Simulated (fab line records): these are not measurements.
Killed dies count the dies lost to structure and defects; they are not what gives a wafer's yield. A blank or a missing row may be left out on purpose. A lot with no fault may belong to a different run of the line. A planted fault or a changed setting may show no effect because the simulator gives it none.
fab line records + flow sky130
[record]
- lots = 7
- wafers = 21
- lastDay = 50
route steps=708 shown VIA3@582 METAL4@598 PAD_OPEN@708
lots untouched by any fault: they come from a run of this same line in which no faults occurred
startH: hours from the record's opening day to when the first of the lot's shown wafers began + waitH: hours elapsed since this lot's preceding step + " unchanged from the row above + L1.1+2: a single row standing in for several wafers + - no value, or no start was given + * or withheld: withheld + < > ~ a bound
route shown NAME@n: NAME is a module with steps in the file, n the number in the route of the first one + usual: the fault-free wafers' mean and standard deviation + same: alike in all rows + chamber/n: place in a boat + sites: each site's reading + _std_site: the values' standard deviation + _edge_site: the outer-site mean with the inner-site mean subtracted + radiusMm: how far each site lies from the wafer's centre + mask NAME#n: copy n + behind: tool/chamber where the wafer was last shaped + hold: why the lot went on hold/how many hours it stayed there/how the hold came to an end + device: which transistor (n, p or np) failed to switch + end of line: the tests these same wafers got at the end of their route + a step with no rows: only its recipe + killed: not the wafer's yield, but the dies lost to structure and defects at the first sort + map: per-die view of a wafer (x killed, . not killed, _ where there is no die)
set.NAME: the run value of the setting; set.NAME@STEP: its run value at that earlier step + model.NAME: the simulator's own value behind a step, which no gauge read
lots at some steps of the route; a table a step, a row a wafer
services: the hour from which a tool's chamber was out of use, counted from the record's first day as startH (under 0 if before that day), plus the number of hours and why
[[steps]]
[step SKY_VIA3_EXPOSE_09]
[recipe]
- maskId = VIM3
- na = 0.8
- sourceShape = annular
- sigmaInner = 0.55
- sigmaOuter = 0.85
- targetCdNm = 200
- doseMj = 38
[step SKY_VIA3_PEB_10]
[recipe]
- pebTempC = withheld
- pebTimeS = withheld
- resist = KrF-thick
[step SKY_VIA3_DEVELOP_11]
[recipe]
- developTimeS = 60
- resist = KrF-thick
- devTempC = 21
[step SKY_VIA3_CD_MEAS_12]
[recipe]
- targetCdNm = 200
[usual]
- cdNm = 199.9/1.5
| lot.wafer | tool     | chamber | startH  | waitH | cdNm  |
|-----------|----------|---------|---------|-------|-------|
| L132.2    | cdSem-01 | -       | 950.03  | -     | 202.0 |
| L132.5    | "        | -       | "       | "     | 201.6 |
| L132.6    | "        | -       | "       | "     | 200.1 |
| L136.1    | cdSem-02 | -       | 970.12  | -     | 202.4 |
| L136.4    | "        | -       | "       | "     | 202.3 |
| L136.5    | "        | -       | "       | "     | 202.9 |
| L143.4    | cdSem-02 | -       | 1021.42 | -     | 197.5 |
| L143.5    | "        | -       | "       | "     | 197.5 |
| L143.6    | "        | -       | "       | "     | 197.8 |
| L144.2    | cdSem-01 | -       | 1026.95 | -     | 201.3 |
| L144.3    | "        | -       | "       | "     | 201.4 |
| L144.6    | "        | -       | "       | "     | 200.3 |
| L145.2    | cdSem-01 | -       | 1038.30 | -     | 201.5 |
| L145.3    | "        | -       | "       | "     | 199.9 |
| L145.5    | "        | -       | "       | "     | 202.0 |
| L147.2    | cdSem-02 | -       | 1050.75 | -     | 202.6 |
| L147.5    | "        | -       | "       | "     | 201.4 |
| L147.6    | "        | -       | "       | "     | 201.2 |
| L153.1    | cdSem-01 | -       | 1092.83 | -     | 201.1 |
| L153.2    | "        | -       | "       | "     | 199.1 |
| L153.6    | "        | -       | "       | "     | 199.7 |
[step SKY_VIA3_OVL_MEAS_13]
[usual]
- VIA3_OVL = 2/5.4
| lot.wafer | tool       | chamber | startH  | waitH | VIA3_OVL[nm] |
|-----------|------------|---------|---------|-------|--------------|
| L132.2    | overlay-02 | -       | 950.14  | 0.1   | 2            |
| L132.5    | "          | -       | "       | "     | 5            |
| L132.6    | "          | -       | "       | "     | 5            |
| L136.1    | overlay-01 | -       | 970.24  | 0.1   | -8           |
| L136.4    | "          | -       | "       | "     | 2            |
| L136.5    | "          | -       | "       | "     | 1            |
| L143.4    | overlay-02 | -       | 1021.50 | 0.1   | -4           |
| L143.5    | "          | -       | "       | "     | -5           |
| L143.6    | "          | -       | "       | "     | 4            |
| L144.2    | overlay-01 | -       | 1027.06 | 0.1   | -3           |
| L144.3    | "          | -       | "       | "     | 6            |
| L144.6    | "          | -       | "       | "     | 3            |
| L145.2    | overlay-02 | -       | 1038.41 | 0.1   | 8            |
| L145.3    | "          | -       | "       | "     | 0            |
| L145.5    | "          | -       | "       | "     | 2            |
| L147.2    | overlay-02 | -       | 1050.86 | 0.1   | -5           |
| L147.5    | "          | -       | "       | "     | 7            |
| L147.6    | "          | -       | "       | "     | 2            |
| L153.1    | overlay-01 | -       | 1092.95 | 0.1   | 1            |
| L153.2    | "          | -       | "       | "     | 9            |
| L153.6    | "          | -       | "       | "     | 1            |
[step SKY_VIA3_ETCH_14]
[recipe]
- chemistry = N2/H2
- target = BARC
- ionEnergyEv = 200
- sourceW = 500
- biasW = 100
- pressureMtorr = 30
- n2FlowSccm = 100
- h2FlowSccm = 200
- stopOn = SiO2
- timeS = 45.9
- targetDepthA = 600
[usual]
- drypumpMotorCurrentA = 5.9/0.5
- oesProductAu = 0.854/0.0045
- throttleValvePct = 13.224/0.0098
| lot.wafer | tool       | chamber | startH  | waitH | drypumpMotorCurrentA | oesProductAu | rfHoursCounterH | throttleValvePct |
|-----------|------------|---------|---------|-------|----------------------|--------------|-----------------|------------------|
| L132.2    | rieDiel-04 | 0       | 950.17  | 0.0   | 6.1                  | 0.857        | 17              | 13.240           |
| L132.5    | "          | 2       | "       | "     | 6.4                  | 0.858        | -               | 13.228           |
| L132.6    | "          | 3       | "       | "     | 6.0                  | 0.855        | -               | 13.212           |
| L136.1    | rieDiel-01 | 3       | 970.28  | 0.0   | 5.8                  | 0.864        | 15              | 13.205           |
| L136.4    | "          | 0       | "       | "     | 5.7                  | 0.855        | 17              | 13.218           |
| L136.5    | "          | 2       | "       | "     | 6.6                  | 0.859        | -               | 13.217           |
| L143.4    | rieDiel-04 | 2       | 1021.52 | 0.0   | 6.5                  | 0.849        | 18              | 13.227           |
| L143.5    | "          | 0       | "       | "     | 6.1                  | 0.851        | -               | 13.238           |
| L143.6    | "          | 1       | "       | "     | 5.1                  | 0.850        | -               | 13.218           |
| L144.2    | rieDiel-01 | 1       | 1027.09 | 0.0   | 5.7                  | 0.857        | 22              | 13.232           |
| L144.3    | "          | 2       | "       | "     | 6.5                  | 0.850        | 9               | 13.227           |
| L144.6    | "          | 0       | "       | "     | 5.7                  | 0.852        | -               | 13.220           |
| L145.2    | rieDiel-04 | 1       | 1038.44 | 0.0   | 5.1                  | 0.848        | 21              | 13.224           |
| L145.3    | "          | 3       | "       | "     | 6.0                  | 0.852        | 6               | 13.221           |
| L145.5    | "          | 0       | "       | "     | 6.1                  | 0.848        | -               | 13.233           |
| L147.2    | rieDiel-01 | 3       | 1050.89 | 0.0   | 5.8                  | 0.855        | 17              | 13.238           |
| L147.5    | "          | 1       | "       | "     | 5.7                  | 0.854        | -               | 13.232           |
| L147.6    | "          | 2       | "       | "     | 6.5                  | 0.856        | -               | 13.234           |
| L153.1    | rieDiel-01 | 2       | 1092.99 | 0.0   | 6.5                  | 0.869        | 10              | 13.220           |
| L153.2    | "          | 0       | "       | "     | 5.7                  | 0.858        | 21              | 13.227           |
| L153.6    | "          | 2       | "       | "     | 6.5                  | 0.848        | -               | 13.227           |
[step SKY_VIA3_ETCH_15]
[recipe]
- target = SiO2
- chemistry = C4F8/O2/Ar
- targetDepthNm = 507
- stopOn = TiN
- maskMaterial = KrF-thick
- sourceW = 1500
- biasW = 1200
- pressureMtorr = 40
- c4f8FlowSccm = withheld
- O2_flow_sccm = 6
- Ar_flow_sccm = 300
- timeS = 78
[usual]
- oesProductAu = 0.947/0.0047
| lot.wafer | tool       | chamber | startH  | waitH | oesProductAu | rfHoursCounterH |
|-----------|------------|---------|---------|-------|--------------|-----------------|
| L132.2    | rieDiel-04 | 0       | 950.21  | 0.0   | 0.944        | 17              |
| L132.5    | "          | 2       | "       | "     | 0.946        | -               |
| L132.6    | "          | 3       | "       | "     | 0.942        | -               |
| L136.1    | rieDiel-01 | 3       | 970.32  | 0.0   | 0.948        | 15              |
| L136.4    | "          | 0       | "       | "     | 0.942        | 18              |
| L136.5    | "          | 2       | "       | "     | 0.947        | -               |
| L143.4    | rieDiel-04 | 2       | 1021.56 | 0.0   | 0.944        | 18              |
| L143.5    | "          | 0       | "       | "     | 0.948        | -               |
| L143.6    | "          | 1       | "       | "     | 0.947        | -               |
| L144.2    | rieDiel-01 | 1       | 1027.13 | 0.0   | 0.954        | 22              |
| L144.3    | "          | 2       | "       | "     | 0.948        | 9               |
| L144.6    | "          | 0       | "       | "     | 0.944        | -               |
| L145.2    | rieDiel-04 | 1       | 1038.48 | 0.0   | 0.949        | 21              |
| L145.3    | "          | 3       | "       | "     | 0.958        | 6               |
| L145.5    | "          | 0       | "       | "     | 0.947        | -               |
| L147.2    | rieDiel-01 | 3       | 1050.93 | 0.0   | 0.942        | 17              |
| L147.5    | "          | 1       | "       | "     | 0.957        | -               |
| L147.6    | "          | 2       | "       | "     | 0.946        | -               |
| L153.1    | rieDiel-01 | 2       | 1093.03 | 0.0   | 0.944        | 10              |
| L153.2    | "          | 0       | "       | "     | 0.948        | 21              |
| L153.6    | "          | 2       | "       | "     | 0.950        | -               |
[step SKY_VIA3_STRIP_16]
[recipe]
- chemistry = O2/N2
- powerW = 1400
- pressureMtorr = 1500
- platenTempC = withheld
- o2FlowSccm = 3000
- n2FlowSccm = 300
- overashFraction = 0.5
[usual]
- drypumpMotorCurrentA = 5.6/0.36
- oesProductAu = 0.402/0.0043
- stripTimeToEndpointS = 4.121/0.025
| lot.wafer | tool           | chamber | startH  | waitH | drypumpMotorCurrentA | oesProductAu | rfHoursCounterH | stripTimeToEndpointS |
|-----------|----------------|---------|---------|-------|----------------------|--------------|-----------------|----------------------|
| L132.2    | plasmaAsher-03 | 1       | 950.27  | 0.0   | 5.6                  | 0.399        | 51              | 4.124                |
| L132.5    | "              | 1       | "       | "     | 5.6                  | 0.396        | -               | 4.159                |
| L132.6    | "              | 0       | "       | "     | 5.4                  | 0.405        | -               | 4.153                |
| L136.1    | plasmaAsher-01 | 0       | 970.38  | 0.0   | 6.1                  | 0.405        | 83              | 4.165                |
| L136.4    | "              | 1       | "       | "     | 5.9                  | 0.391        | -               | 4.165                |
| L136.5    | "              | 1       | "       | "     | 5.9                  | 0.400        | -               | 4.163                |
| L143.4    | plasmaAsher-03 | 0       | 1021.65 | 0.1   | 5.3                  | 0.411        | -               | 4.110                |
| L143.5    | "              | 1       | "       | "     | 5.6                  | 0.403        | -               | 4.107                |
| L143.6    | "              | 0       | "       | "     | 5.4                  | 0.400        | -               | 4.122                |
| L144.2    | plasmaAsher-01 | 0       | 1027.19 | 0.0   | 6.1                  | 0.394        | 88              | 4.080                |
| L144.3    | "              | 0       | "       | "     | 6.1                  | 0.406        | -               | 4.100                |
| L144.6    | "              | 0       | "       | "     | 6.1                  | 0.400        | -               | 4.094                |
| L145.2    | plasmaAsher-03 | 0       | 1038.54 | 0.0   | 5.4                  | 0.407        | 60              | 4.091                |
| L145.3    | "              | 1       | "       | "     | 5.6                  | 0.403        | -               | 4.112                |
| L145.5    | "              | 0       | "       | "     | 5.4                  | 0.396        | -               | 4.128                |
| L147.2    | plasmaAsher-04 | 0       | 1050.99 | 0.0   | 5.4                  | 0.402        | 122             | 4.125                |
| L147.5    | "              | 1       | "       | "     | 5.0                  | 0.405        | -               | 4.117                |
| L147.6    | "              | 0       | "       | "     | 5.4                  | 0.403        | -               | 4.096                |
| L153.1    | plasmaAsher-01 | 0       | 1093.09 | 0.0   | 6.1                  | 0.398        | 95              | 4.077                |
| L153.2    | "              | 1       | "       | "     | 5.9                  | 0.404        | 95              | 4.044                |
| L153.6    | "              | 1       | "       | "     | 5.9                  | 0.397        | -               | 4.061                |
[step SKY_VIA3_STRIP_17]
[recipe]
- chemistry = postEtchResidueRemover
- timeS = 1200
- tempC = 72.5
[step SKY_VIA3_CLEAN_18]
[recipe]
- chemistry = IPA
- timeS = 180
- tempC = 25
[step SKY_VIA3_CLEAN_19]
[recipe]
- chemistry = O3/DIW
- dry = n2Spin
[step SKY_VIA3_SPUTTER_20]
[recipe]
- material = TiN
- targetThkNm = 20
- chamberPressurePa = 5
- powerW = 4000
- timeS = 80
[usual]
- throttleValvePct = 29.6/1.2
| lot.wafer | tool          | chamber | startH  | waitH | throttleValvePct |
|-----------|---------------|---------|---------|-------|------------------|
| L132.2    | pvdSputter-04 | -       | 950.86  | 0.0   | 29.4             |
| L132.5    | "             | -       | "       | "     | 30.8             |
| L132.6    | "             | -       | "       | "     | 28.8             |
| L136.1    | pvdSputter-03 | -       | 970.98  | 0.0   | 27.7             |
| L136.4    | "             | -       | "       | "     | 28.7             |
| L136.5    | "             | -       | "       | "     | 30.4             |
| L143.4    | pvdSputter-04 | -       | 1022.24 | 0.0   | 28.7             |
| L143.5    | "             | -       | "       | "     | 29.5             |
| L143.6    | "             | -       | "       | "     | 30.2             |
| L144.2    | pvdSputter-02 | -       | 1027.78 | 0.0   | 30.1             |
| L144.3    | "             | -       | "       | "     | 31.5             |
| L144.6    | "             | -       | "       | "     | 31.3             |
| L145.2    | pvdSputter-02 | -       | 1039.13 | 0.0   | 31.3             |
| L145.3    | "             | -       | "       | "     | 28.7             |
| L145.5    | "             | -       | "       | "     | 30.2             |
| L147.2    | pvdSputter-04 | -       | 1051.58 | 0.0   | 29.6             |
| L147.5    | "             | -       | "       | "     | 31.0             |
| L147.6    | "             | -       | "       | "     | 30.2             |
| L153.1    | pvdSputter-04 | -       | 1093.71 | 0.0   | 28.7             |
| L153.2    | "             | -       | "       | "     | 30.0             |
| L153.6    | "             | -       | "       | "     | 29.4             |
[step SKY_VIA3_CVD_21]
[recipe]
- material = W
- targetThkNm = 390
- timeS = 117.31
- tempC = 400
- pressureTorr = 40
[usual]
- heaterPowerW = 885/69
| lot.wafer | tool    | chamber | startH  | waitH | heaterPowerW | model.W_of_VIA3_CVD_21.thkNm |
|-----------|---------|---------|---------|-------|--------------|------------------------------|
| L132.2    | cvdW-02 | 1       | 950.92  | 0.0   | 925          | 390.1                        |
| L132.5    | "       | 1       | "       | "     | 904          | 386.7                        |
| L132.6    | "       | 0       | "       | "     | 950          | 391.7                        |
| L136.1    | cvdW-02 | 0       | 971.04  | 0.0   | 944          | 395                          |
| L136.4    | "       | 0       | "       | "     | 958          | 392.7                        |
| L136.5    | "       | 0       | "       | "     | 970          | 389.4                        |
| L143.4    | cvdW-02 | 1       | 1022.35 | 0.1   | 919          | 385.6                        |
| L143.5    | "       | 1       | "       | "     | 888          | 393.9                        |
| L143.6    | "       | 0       | "       | "     | 918          | 485.2                        |
| L144.2    | cvdW-02 | 0       | 1027.84 | 0.0   | 940          | 484.6                        |
| L144.3    | "       | 1       | "       | "     | 900          | 383.7                        |
| L144.6    | "       | 0       | "       | "     | 947          | 483.7                        |
| L145.2    | cvdW-02 | 1       | 1039.19 | 0.0   | 931          | 382.4                        |
| L145.3    | "       | 0       | "       | "     | 964          | 484.6                        |
| L145.5    | "       | 1       | "       | "     | 928          | 379.7                        |
| L147.2    | cvdW-01 | 0       | 1051.68 | 0.1   | 874          | 391.7                        |
| L147.5    | "       | 0       | "       | "     | 871          | 390.3                        |
| L147.6    | "       | 0       | "       | "     | 902          | 393                          |
| L153.1    | cvdW-01 | 1       | 1093.77 | 0.0   | 771          | 388.4                        |
| L153.2    | "       | 0       | "       | "     | 893          | 393.7                        |
| L153.6    | "       | 0       | "       | "     | 867          | 393.6                        |
[step SKY_VIA3_RS_MEAS_22]
[recipe]
- thkMeasGauge = four-point-probe
- reads = W_of_VIA3_CVD_21+TiN_of_VIA3_SPUTTER_20
[usual]
- VIA3_W_RS = 0.2937/0.0028
| lot.wafer | tool         | chamber | startH  | waitH | VIA3_W_RS[ohm/sq] |
|-----------|--------------|---------|---------|-------|-------------------|
| L132.2    | filmMetro-03 | -       | 951.06  | 0.1   | 0.2944            |
| L132.5    | "            | -       | "       | "     | 0.2964            |
| L132.6    | "            | -       | "       | "     | 0.2919            |
| L136.1    | filmMetro-03 | -       | 971.17  | 0.1   | 0.2901            |
| L136.4    | "            | -       | "       | "     | 0.2924            |
| L136.5    | "            | -       | "       | "     | 0.2948            |
| L143.4    | filmMetro-04 | -       | 1022.49 | 0.1   | 0.2970            |
| L143.5    | "            | -       | "       | "     | 0.2909            |
| L143.6    | "            | -       | "       | "     | 0.2356            |
| L144.2    | filmMetro-04 | -       | 1027.99 | 0.1   | 0.2362            |
| L144.3    | "            | -       | "       | "     | 0.2988            |
| L144.6    | "            | -       | "       | "     | 0.2361            |
| L145.2    | filmMetro-04 | -       | 1039.34 | 0.1   | 0.2992            |
| L145.3    | "            | -       | "       | "     | 0.2361            |
| L145.5    | "            | -       | "       | "     | 0.3016            |
| L147.2    | filmMetro-04 | -       | 1051.91 | 0.2   | 0.2922            |
| L147.5    | "            | -       | "       | "     | 0.2938            |
| L147.6    | "            | -       | "       | "     | 0.2912            |
| L153.1    | filmMetro-03 | -       | 1093.90 | 0.1   | 0.2950            |
| L153.2    | "            | -       | "       | "     | 0.2915            |
| L153.6    | "            | -       | "       | "     | 0.2914            |
[step SKY_VIA3_THK_MEAS_23]
[recipe]
- thkMeasGauge = xrf
- reads = W_of_VIA3_CVD_21
[usual]
- VIA3_W_THK = 391/4.9
| lot.wafer | tool         | chamber | startH  | waitH | VIA3_W_THK[nm] |
|-----------|--------------|---------|---------|-------|----------------|
| L132.2    | filmMetro-03 | -       | 951.17  | 0.1   | 391            |
| L132.5    | "            | -       | "       | "     | 386            |
| L132.6    | "            | -       | "       | "     | 391            |
| L136.1    | filmMetro-03 | -       | 971.29  | 0.1   | 396            |
| L136.4    | "            | -       | "       | "     | 399            |
| L136.5    | "            | -       | "       | "     | 394            |
| L143.4    | filmMetro-04 | -       | 1022.58 | 0.1   | 385            |
| L143.5    | "            | -       | "       | "     | 392            |
| L143.6    | "            | -       | "       | "     | 484            |
| L144.2    | filmMetro-04 | -       | 1028.10 | 0.1   | 483            |
| L144.3    | "            | -       | "       | "     | 382            |
| L144.6    | "            | -       | "       | "     | 485            |
| L145.2    | filmMetro-04 | -       | 1039.45 | 0.1   | 383            |
| L145.3    | "            | -       | "       | "     | 484            |
| L145.5    | "            | -       | "       | "     | 379            |
| L147.2    | filmMetro-04 | -       | 1052.02 | 0.1   | 392            |
| L147.5    | "            | -       | "       | "     | 392            |
| L147.6    | "            | -       | "       | "     | 394            |
| L153.1    | filmMetro-03 | -       | 1094.02 | 0.1   | 392            |
| L153.2    | "            | -       | "       | "     | 399            |
| L153.6    | "            | -       | "       | "     | 398            |
[step SKY_VIA3_CMP_24]
[recipe]
- stopOn = SiO2
- tOverpolishS = 20
- downForcePsi = 3.5
- platenRpm = 60
- targetThkNm = 0
- padVelocityMS = 0.94248
[usual]
- motorCurrentA = 11.1/0.87
- timeToEndpointS = 95.1/2.9
| lot.wafer | tool   | chamber | startH  | waitH | motorCurrentA | timeToEndpointS |
|-----------|--------|---------|---------|-------|---------------|-----------------|
| L132.2    | cmp-01 | 1       | 951.32  | 0.1   | 12.3          | 87.9            |
| L132.5    | "      | 3       | "       | "     | 11.3          | 92.6            |
| L132.6    | "      | 0       | "       | "     | 10.3          | 92.0            |
| L136.1    | cmp-01 | 3       | 971.40  | 0.1   | 11.7          | 93.7            |
| L136.4    | "      | 0       | "       | "     | 10.3          | 95.3            |
| L136.5    | "      | 2       | "       | "     | 10.0          | 97.7            |
| L143.4    | cmp-02 | 0       | 1022.66 | 0.1   | 10.0          | 96.1            |
| L143.6    | "      | 3       | "       | "     | 11.9          | 123.8           |
| L143.5    | "      | 0       | "       | "     | 9.9           | 98.6            |
| L144.3    | cmp-01 | 1       | 1028.15 | 0.0   | 11.8          | 94.3            |
| L144.2    | "      | 2       | "       | "     | 10.0          | 120.7           |
| L144.6    | "      | 2       | "       | "     | 10.0          | 119.9           |
| L145.3    | cmp-02 | 1       | 1039.50 | 0.0   | 11.2          | 117.8           |
| L145.2    | "      | 0       | "       | "     | 9.8           | 94.5            |
| L145.5    | "      | 1       | "       | "     | 11.7          | 90.5            |
| L147.2    | cmp-01 | 2       | 1052.51 | 0.5   | 10.4          | 94.1            |
| L147.6    | "      | 3       | "       | "     | 11.9          | 92.0            |
| L147.5    | "      | 0       | "       | "     | 10.7          | 94.2            |
| L153.1    | cmp-02 | 3       | 1094.13 | 0.1   | 11.6          | 99.0            |
| L153.2    | "      | 1       | "       | "     | 11.7          | 99.9            |
| L153.6    | "      | 3       | "       | "     | 10.7          | 100.2           |
[step SKY_METAL4_SPUTTER_00]
[recipe]
- material = Ti
- targetThkNm = 15
- powerW = 3000
- timeS = 10
- chamberPressurePa = 0.4
[usual]
- throttleValvePct = 29.6/1.2
| lot.wafer | tool          | chamber | startH  | waitH | throttleValvePct |
|-----------|---------------|---------|---------|-------|------------------|
| L132.2    | pvdSputter-02 | -       | 951.52  | 0.1   | 28.2             |
| L132.5    | "             | -       | "       | "     | 26.5             |
| L132.6    | "             | -       | "       | "     | 31.6             |
| L136.1    | pvdSputter-01 | -       | 971.65  | 0.2   | 30.0             |
| L136.4    | "             | -       | "       | "     | 29.6             |
| L136.5    | "             | -       | "       | "     | 29.3             |
| L143.4    | pvdSputter-01 | -       | 1022.92 | 0.2   | 30.3             |
| L143.5    | "             | -       | "       | "     | 29.3             |
| L143.6    | "             | -       | "       | "     | 30.0             |
| L144.2    | pvdSputter-01 | -       | 1028.45 | 0.2   | 30.2             |
| L144.3    | "             | -       | "       | "     | 29.6             |
| L144.6    | "             | -       | "       | "     | 29.4             |
| L145.2    | pvdSputter-02 | -       | 1039.80 | 0.1   | 28.7             |
| L145.3    | "             | -       | "       | "     | 26.2             |
| L145.5    | "             | -       | "       | "     | 28.6             |
| L147.2    | pvdSputter-02 | -       | 1052.66 | 0.1   | 28.7             |
| L147.5    | "             | -       | "       | "     | 31.3             |
| L147.6    | "             | -       | "       | "     | 30.1             |
| L153.1    | pvdSputter-04 | -       | 1094.38 | 0.2   | 29.4             |
| L153.2    | "             | -       | "       | "     | 30.1             |
| L153.6    | "             | -       | "       | "     | 29.6             |
[step SKY_PAD_OPEN_PROBE_99]
[usual]
- defectLimitedYield = 82.7/2.1
- killed_at_M0_to_M3 = 43/7.2
- killed_at_M4_up = 3.0/1.7
- killedAtContacts = 24/5.3
- killedAtFrontEnd = 15/4.6
- killedAtOther = 0.3/0.5
- killedDies = 85/10
- killedOpen = 46/7.2
- killedShort = 39/6.4
- sort_bin_3_pad_short = 0.9/0.42
- sort_bin_5_function = 10.2/1.6
- sort_bin_6_memory = 6.2/1
- sortNPass = 407/10
- sortYieldPct = 82.7/2.1
[same]
- grossDies = 492
- killedAtBackSide = 0
- sort_bin_4_leakage[%] = 0
- sort_bin_8_speed[%] = 0
| lot.wafer | tool      | chamber | startH  | waitH | defectLimitedYield[%] | killed_at_M0_to_M3 | killed_at_M4_up | killedAtContacts | killedAtFrontEnd | killedAtOther | killedDies | killedOpen | killedShort | sort_bin_3_pad_short[%] | sort_bin_5_function[%] | sort_bin_6_memory[%] | sortNPass | sortYieldPct[%] |
|-----------|-----------|---------|---------|-------|-----------------------|--------------------|-----------------|------------------|------------------|---------------|------------|------------|-------------|-------------------------|------------------------|----------------------|-----------|-----------------|
| L143.4    | prober-01 | -       | 1153.89 | 0.2   | 82.9                  | 46                 | 2               | 24               | 11               | 1             | 84         | 40         | 44          | 1.2                     | 8.1                    | 7.7                  | 408       | 82.9            |
| L143.5    | prober-01 | -       | 1153.94 | 0.2   | 77.8                  | 59                 | 3               | 22               | 25               | 0             | 109        | 60         | 49          | 0.8                     | 14.6                   | 6.7                  | 383       | 77.8            |
| L143.6    | prober-01 | -       | 1153.99 | 0.2   | 81.7                  | 53                 | 5               | 16               | 16               | 0             | 90         | 54         | 36          | 1.0                     | 11.0                   | 6.3                  | 402       | 81.7            |
| L153.1    | prober-01 | -       | 1207.35 | 0.1   | 81.7                  | 40                 | 4               | 32               | 14               | 0             | 90         | 57         | 33          | 1.4                     | 11.8                   | 5.1                  | 402       | 81.7            |
| L153.2    | prober-01 | -       | 1207.40 | 0.1   | 83.7                  | 35                 | 0               | 27               | 17               | 1             | 80         | 51         | 29          | 0.4                     | 10.4                   | 5.5                  | 412       | 83.7            |
| L153.6    | prober-01 | -       | 1207.60 | 0.2   | 82.3                  | 46                 | 4               | 27               | 10               | 0             | 87         | 43         | 44          | 0.6                     | 10.6                   | 6.5                  | 405       | 82.3            |
// killed by level:class
L143.4 CONTACT:geometricParticle:open=10 VIA2:geometricParticle:open=8 METAL1:geometricParticle:short=7 VIA1:geometricParticle:open=7 FIELD_ISO:geometricParticle:short=4 POLY_GATE:geometricParticle:short=4 VIA2:geometricParticle:short=4 LOCAL_INTERCONNECT:geometricParticle:short=4
L143.5 VIA1:geometricParticle:open=11 CONTACT:geometricParticle:open=10 VIA3:geometricParticle:open=10 METAL2:geometricParticle:short=7 METAL1:geometricParticle:short=7 FIELD_ISO:geometricParticle:short=6 VIA1:geometricParticle:short=5 POLY_GATE:geometricParticle:short=5
L143.6 VIA1:geometricParticle:open=15 VIA2:geometricParticle:open=11 VIA3:geometricParticle:short=7 FIELD_ISO:geometricParticle:open=6 CONTACT:geometricParticle:open=6 LI_CONTACT:geometricParticle:open=4 METAL2:geometricParticle:short=4 VIA3:geometricParticle:open=4
L153.1 CONTACT:geometricParticle:open=14 VIA1:geometricParticle:open=10 LI_CONTACT:geometricParticle:open=10 VIA2:geometricParticle:open=9 METAL1:geometricParticle:short=6 CONTACT:geometricParticle:short=5 VIA3:geometricParticle:open=5 FIELD_ISO:geometricParticle:open=4
L153.2 VIA1:geometricParticle:open=13 CONTACT:geometricParticle:open=9 LI_CONTACT:geometricParticle:open=8 POLY_GATE:geometricParticle:open=6 VIA2:geometricParticle:open=6 CONTACT:geometricParticle:short=5 VIA1:geometricParticle:short=4 FIELD_ISO:geometricParticle:open=3
L153.6 CONTACT:geometricParticle:open=8 METAL1:geometricParticle:short=8 LI_CONTACT:geometricParticle:open=6 METAL2:geometricParticle:short=6 CONTACT:geometricParticle:short=5 METAL1:geometricParticle:open=5 VIA3:geometricParticle:open=5 LI_CONTACT:geometricParticle:short=4
[[services]]
| tool          | chamber | startH  | hours | kind   |
|---------------|---------|---------|-------|--------|
| rieDiel-01    | 2       | 932.57  | 23.1  | repair |
| cmp-02        | -       | 938.69  | 9.6   | repair |
| rieDiel-04    | 1       | 939.29  | 1.6   | repair |
| pvdSputter-02 | -       | 941.44  | 5.5   | repair |
| cmp-01        | -       | 948.49  | 2.1   | repair |
| pvdSputter-02 | -       | 952.73  | 1.2   | repair |
| cvdW-01       | 0       | 954.56  | 10.6  | repair |
| cmp-01        | -       | 957.59  | 0.3   | repair |
| cmp-01        | -       | 965.11  | 3.5   | repair |
| cmp-02        | -       | 977.60  | 4.2   | pm     |
| cmp-02        | -       | 997.06  | 0.7   | repair |
| rieDiel-04    | 1       | 1004.80 | 2.9   | repair |
| pvdSputter-02 | -       | 1020.75 | 3.3   | repair |
| rieDiel-01    | -       | 1030.84 | 14.6  | pm     |
| cmp-01        | -       | 1031.71 | 1.4   | repair |
| cmp-01        | -       | 1034.62 | 1.0   | repair |
| cmp-02        | -       | 1039.80 | 12.7  | pm     |
| rieDiel-01    | 3       | 1053.66 | 13.8  | repair |
| cvdW-02       | -       | 1070.78 | 28.1  | pm     |
| rieDiel-04    | 2       | 1073.19 | 7.7   | repair |
| rieDiel-04    | 0       | 1080.38 | 9.5   | repair |
| cmp-02        | -       | 1084.11 | 4.0   | pm     |
| pvdSputter-01 | -       | 1090.19 | 24.9  | repair |
| pvdSputter-02 | -       | 1091.59 | 0.9   | repair |
[[key]]
[firstSign]
- step = SKY_VIA3_RS_MEAS_22
- reading = VIA3_W_RS
- direction = down
- sigmas = 21
- usual = 0.2937
- struck = 0.2360
[effect]
- step = SKY_VIA3_THK_MEAS_23
- reading = VIA3_W_THK
- direction = up
- sigmas = 19
- usual = 391
- struck = 484
[effect]
- step = SKY_VIA3_CMP_24
- reading = timeToEndpointS
- direction = up
- sigmas = 8.8
- usual = *
- struck = *
[modelEffect]
- step = SKY_VIA3_CVD_21
- value = W_of_VIA3_CVD_21.thkNm
- without = 387
- struck = 484.5
metAt SKY_VIA3_CVD_21
struckWafers L143.6,L144.2,L144.6,L145.3
onsetBetween 971.04 1022.35
[fault]
- kind = processParameterDrift
- tool = cvdW-02
- chamber = 0
- onsetH = 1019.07
- steps = SKY_VIA3_CVD_21
- channel = targetThkNm
- offset = 97.511
- shape = step
- endH = 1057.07
- actsIn = theseRecipesOnly
- stated = 390
